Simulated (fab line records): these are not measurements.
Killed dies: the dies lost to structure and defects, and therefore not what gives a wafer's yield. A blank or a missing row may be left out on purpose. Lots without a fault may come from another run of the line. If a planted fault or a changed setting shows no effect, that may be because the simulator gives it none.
Which tool was responsible? | flow gf180mcu | Sampling: 11 lots, 33 wafers, 6 of 602 route steps

WHAT THE GAUGES READ, wafer by wafer
GF_M2_CD_MEAS_14 targets a cd of 280 nm. Usual: cd-nm at 279.6 nm, with a standard deviation of 1.
lot  | measured     | on        | cd-nm (nm)        | flag
L489 | day 19 00:13 | cd-sem-02 | 278.1 280.6 279.6 |
L491 | day 20 02:56 | cd-sem-02 | 278.4 279.8 279.2 |
L492 | day 20 12:11 | cd-sem-01 | 280.3 279.2 280.7 |
L496 | day 22 00:59 | cd-sem-01 | 279.9 279.4 280.7 |
L497 | day 22 06:41 | cd-sem-02 | 280.3 280.8 282.2 |
L498 | day 22 13:24 | cd-sem-02 | 279.1 277.4 278.2 |
L499 | day 22 20:43 | cd-sem-02 | 280.2 280.5 280.0 |
L500 | day 23 08:05 | cd-sem-01 | 280.6 279.5 281.7 |
L501 | day 23 14:28 | cd-sem-02 | 281.3 280.5 281.1 |
L509 | day 26 07:28 | cd-sem-01 | 279.3 279.7 279.4 |
L512 | day 27 01:57 | cd-sem-02 | 279.0 278.8 278.2 |

GF_V2_RS_MEAS_24: measures by four-point-probe. Usual: V2_W_RS gives 0.329 ohm/sq (standard deviation 0.0041).
lot  | measured     | on            | V2_W_RS (ohm/sq)                    | flag
L489 | day 20 02:44 | film-metro-02 | 0.332 0.329 0.327                   |
L491 | day 21 05:15 | film-metro-03 | 0.333 0.333 0.337                   |
L492 | day 21 14:26 | film-metro-01 | 0.328 0.324 0.325                   |
L496 | day 23 02:07 | film-metro-01 | 0.326 0.326 0.323                   |
L497 | day 23 08:25 | film-metro-01 | 0.324 0.327 0.325                   |
L498 | day 23 14:45 | film-metro-02 | 0.335 0.331 0.332                   |
L499 | day 23 22:17 | film-metro-01 | 0.330 0.332 0.332                   |
L500 | day 24 09:29 | film-metro-03 | 0.326 0.324 0.323                   |
L501 | day 24 15:19 | film-metro-02 | 0.332 0.328 0.333                   |
L509 | day 27 06:37 | film-metro-03 | 0.313 0.324 0.331 0.313 0.324 0.330 |
L512 | day 28 00:26 | film-metro-02 | 0.334 0.331 0.333                   |

GF_V2_THK_MEAS_25: measures by xrf. Usual: V2_W_THK gives 338 nm (standard deviation 4.9).
lot  | measured     | on            | V2_W_THK (nm)           | flag
L489 | day 20 02:52 | film-metro-02 | 337 340 341             |
L491 | day 21 05:22 | film-metro-03 | 335 336 332             |
L492 | day 21 14:33 | film-metro-01 | 337 340 339             |
L496 | day 23 02:14 | film-metro-01 | 338 336 341             |
L497 | day 23 08:32 | film-metro-01 | 342 338 339             |
L498 | day 23 14:52 | film-metro-02 | 336 340 339             |
L499 | day 23 22:25 | film-metro-01 | 336 332 331             |
L500 | day 24 09:35 | film-metro-03 | 343 345 348             |
L501 | day 24 15:26 | film-metro-02 | 338 341 336             |
L509 | day 27 09:30 | film-metro-03 | 359 345 340 358 346 339 |
L512 | day 28 00:32 | film-metro-02 | 338 338 334             |

GF_M3_RS_MEAS_05: measures by four-point-probe. Usual: M3_ALCU_RS gives 0.0699 ohm/sq (standard deviation 0.00061).
lot  | measured     | on            | M3_ALCU_RS (ohm/sq)  | flag
L489 | day 20 03:26 | film-metro-03 | 0.0697 0.0691 0.0692 |
L491 | day 21 05:57 | film-metro-04 | 0.0700 0.0695 0.0697 |
L492 | day 21 15:08 | film-metro-04 | 0.0698 0.0705 0.0696 |
L496 | day 23 02:49 | film-metro-01 | 0.0697 0.0694 0.0698 |
L497 | day 23 09:07 | film-metro-03 | 0.0700 0.0696 0.0700 |
L498 | day 23 15:27 | film-metro-04 | 0.0691 0.0692 0.0694 |
L499 | day 23 22:59 | film-metro-01 | 0.0707 0.0701 0.0704 |
L500 | day 24 10:11 | film-metro-03 | 0.0700 0.0695 0.0700 |
L501 | day 24 16:01 | film-metro-04 | 0.0702 0.0698 0.0697 |
L509 | day 27 14:50 | film-metro-03 | 0.0691 0.0684 0.0694 |
L512 | day 28 01:26 | film-metro-04 | 0.0693 0.0690 0.0693 |

TOOL THAT RAN EACH LOT (tool first, then ch and the chambers of the sampled wafers, then the start)
lot  | GF_M2_SPUTTER_03             | GF_V2_CVD_23
L489 | pvd-sputter-04, day 18 00:25 | cvd-w-01 ch 0,1, day 20 02:38
L491 | pvd-sputter-02, day 19 02:01 | cvd-w-01 ch 1, day 21 05:03
L492 | pvd-sputter-02, day 19 12:25 | cvd-w-02 ch 0,1, day 21 14:19
L496 | pvd-sputter-03, day 21 01:13 | cvd-w-02 ch 0, day 23 01:59
L497 | pvd-sputter-02, day 21 06:59 | cvd-w-02 ch 0,1, day 23 08:19
L498 | pvd-sputter-02, day 21 14:43 | cvd-w-01 ch 0,1, day 23 14:37
L499 | pvd-sputter-04, day 21 22:13 | cvd-w-01 ch 0,1, day 23 22:10
L500 | pvd-sputter-04, day 22 08:55 | cvd-w-02 ch 0,1, day 24 09:20
L501 | pvd-sputter-03, day 22 15:42 | cvd-w-02 ch 0,1, day 24 15:13
L509 | pvd-sputter-02, day 25 11:02 | cvd-w-02 ch 0, day 27 06:30
L512 | pvd-sputter-03, day 26 05:18 | cvd-w-01 ch 0,1, day 28 00:19
- GF_M2_SPUTTER_03: material Ti, target thk 10 nm, time 6.7 s.
- GF_V2_CVD_23: deposits W, target thk 350 nm, time 104.94 s.

WHAT THE TOOLS THEMSELVES READ (means of the sampled wafers that have a number; where no wafer has one, the mark that the record gives instead)
GF_M2_SPUTTER_03. Usual: throttle-valve-pct at 30.2 %, with a standard deviation of 1.2.
lot  | tool           | throttle-valve-pct (%) | flag
L489 | pvd-sputter-04 | 30.0                   |
L491 | pvd-sputter-02 | 30.4                   |
L492 | pvd-sputter-02 | 31.7                   |
L496 | pvd-sputter-03 | 29.7                   |
L497 | pvd-sputter-02 | 31.3                   |
L498 | pvd-sputter-02 | 30.3                   |
L499 | pvd-sputter-04 | 30.1                   |
L500 | pvd-sputter-04 | 28.8                   |
L501 | pvd-sputter-03 | 29.9                   |
L509 | pvd-sputter-02 | 30.2                   |
L512 | pvd-sputter-03 | 30.4                   |

GF_V2_CVD_23. Usual: heater-power-w at 865 W, with a standard deviation of 37.
lot  | tool     | heater-power-w (W) | flag
L489 | cvd-w-01 | 901                |
L491 | cvd-w-01 | 881                |
L492 | cvd-w-02 | 829                |
L496 | cvd-w-02 | 835                |
L497 | cvd-w-02 | 838                |
L498 | cvd-w-01 | 900                |
L499 | cvd-w-01 | 907                |
L500 | cvd-w-02 | 834                |
L501 | cvd-w-02 | 841                |
L509 | cvd-w-02 | 837                |
L512 | cvd-w-01 | 918                |

THE ANSWER, worked out from the rows above alone
Rule: a lot counts as off when the mean over its wafers that have a number is more than 3 standard deviations away from the usual mean. A lot without any number at a reading at which 4 lots or more have one is off too. All remaining lots with rows at the step are treated as sound. The gauges are gone through in route order, then the tools' own readings, and for those a lot's mean is taken as printed above. At the first step where some lot is off, the reading lying furthest off is the one used; lots without a number count as furthest.
None of the lots is off at any reading shown; this tells nothing.

WHAT THE SIMULATOR HAD INSERTED
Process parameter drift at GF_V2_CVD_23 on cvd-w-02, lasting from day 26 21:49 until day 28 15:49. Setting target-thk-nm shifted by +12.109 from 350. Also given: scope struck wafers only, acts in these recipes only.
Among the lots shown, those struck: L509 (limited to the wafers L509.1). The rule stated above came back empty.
